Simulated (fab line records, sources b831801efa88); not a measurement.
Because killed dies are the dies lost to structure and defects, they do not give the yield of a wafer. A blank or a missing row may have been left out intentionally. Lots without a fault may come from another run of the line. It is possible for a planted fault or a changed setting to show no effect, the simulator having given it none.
Which tool was responsible? :: flow gf180mcu :: 21 wafers sampled from 7 lots at 1 step of a route of 602

WHAT EACH GAUGE READ, for each wafer
GF_V1_BOW_MEAS_05.
lot: L883
measured: day 18 00:07
on: film-metro-01
V1_BOW (um): 93 97 90

lot: L886
measured: day 18 18:24
on: film-metro-03
V1_BOW (um): 85 90 91

lot: L891
measured: day 20 14:47
on: film-metro-03
V1_BOW (um): 90 87 92

lot: L893
measured: day 21 05:56
on: film-metro-03
V1_BOW (um): 74 77 77

lot: L899
measured: day 23 09:49
on: film-metro-04
V1_BOW (um): 84 81 89

lot: L903
measured: day 24 13:39
on: film-metro-03
V1_BOW (um): 89 97 87

lot: L905
measured: day 25 08:08
on: film-metro-03
V1_BOW (um): 75 85 81

WHAT TOOL EACH LOT RAN ON (gives the tool, then ch and the chambers of the sampled wafers, and finally the start)
Before these readings, the record contains no process step.

THE ANSWER, worked out from the rows above alone
Rule: what is usual is taken from the lots themselves. The widest of any qualifying gaps counts: lots, ordered by their means at a reading, are off when they make up no more than a third of the lots, leave a main group of 4 or more, and stand apart from it by 3 or more times the standard deviation of that group's means. The tables above print the reading to a certain number of digits; a main group whose means all agree to those digits is not used. A lot without any number at a reading at which 4 lots or more have one is off too. Any other lot the step has rows for is counted as sound.
None of the lots is off at any reading shown; this tells nothing.

WHAT THE SIMULATOR HAD PUT IN
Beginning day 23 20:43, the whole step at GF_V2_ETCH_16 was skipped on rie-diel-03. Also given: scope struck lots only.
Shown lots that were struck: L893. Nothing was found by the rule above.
